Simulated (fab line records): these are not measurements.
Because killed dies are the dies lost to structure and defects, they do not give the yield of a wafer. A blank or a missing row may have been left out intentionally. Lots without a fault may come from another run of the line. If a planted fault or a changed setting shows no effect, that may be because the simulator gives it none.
8D (eight disciplines) problem report, filled in by code / flow sky130 / the parts of the form that need people (team, actions taken, sign-off) are left out

1. WHAT IS WRONG
Across 9 wafers from 3 lots, RES_XHIGH_RS at SKY_SD_N_RS_MEAS_18 averages 354.4 ohm/sq, while fault-free wafers read 333.4 ohm/sq with a standard deviation of 1.4. Relative to the usual mean, that is a shift of +15 standard deviations.
The step: measures by four-point-probe.
Earliest sighting: wafer L220.1 on filmMetro-03 at day 31 19:37. Wafers with a number at this step in the record: 42, from 14 lots. Rule for "out", or "out of limits": more than 4 standard deviations from the usual mean. Any other wafer with a number is counted as sound.

2. WHAT IT IS; WHAT IT IS NOT
question=which readings at this step | is=RES_XHIGH_RS | is not=-
question=which lots | is=L220, L221, L223 | is not=L211, L213, L214, L215, L216, L227, L229, L230, L232, L233, L234
question=which wafers of those lots | is=all that have a number | is not=-
question=read on which gauges | is=filmMetro-01, filmMetro-03, filmMetro-04 | is not=-
question=when | is=from day 31 19:37 | is not=up to then (15 sound wafers); but 18 sound wafers of L227, L229, L230, L232, L233, L234 came after

3. WHAT RULES OUT EACH SUSPECT
Counting: any tool at a process step up to the reading is kept as a suspect provided that every lot that is out went through it and no sound lot did after the first of them.
- the gauge at SKY_SD_N_RS_MEAS_18: ruled out. The wafers that are out were read on 3 gauges (filmMetro-01, filmMetro-03, filmMetro-04).
- implanter-04 at SKY_RES_XHIGH_IMPLANT_07: ruled out as a lasting fault. Following L220 (day 30 14:15), the first lot on it that is out, the sound lots L230, L234 were run on it.
Left after counting: nothing in the record.

4. THE CAUSE (what the simulator had put in)
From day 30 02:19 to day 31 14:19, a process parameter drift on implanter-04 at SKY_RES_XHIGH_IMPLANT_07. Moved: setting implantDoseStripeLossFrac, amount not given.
It was ruled out by counting, in error; the rule expects a fault to strike all lots run on its tool from its start on, and this fault did not.

5. THE EFFECT CHAIN, in route order
One row per reading whose mean, taken over the struck wafers that have a number, lies over 3 standard deviations from the usual. Scope: only readings with a usual standard deviation given in the record; hours: median across lots of the time from each lot's start at the first step in this table that gives one to its start at this step; sigmas: change in usual standard deviations.
hours=0; step=SKY_SD_N_RS_MEAS_18; reading=RES_XHIGH_RS; usual=333.4 ohm/sq; on struck wafers=354.4; change=+21.0; sigmas=+15
Later measuring or inspecting steps at which every struck wafer that the step has a row for has a number for every such reading, and none has moved that far: SKY_LI_CONTACT_CD_MEAS_12.

6. HOW IT WOULD HAVE BEEN CAUGHT EARLIER
The first out-of-limits reading at a measuring or inspecting step in this record came at day 31 19:37, 41 hours after the fault's start at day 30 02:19.
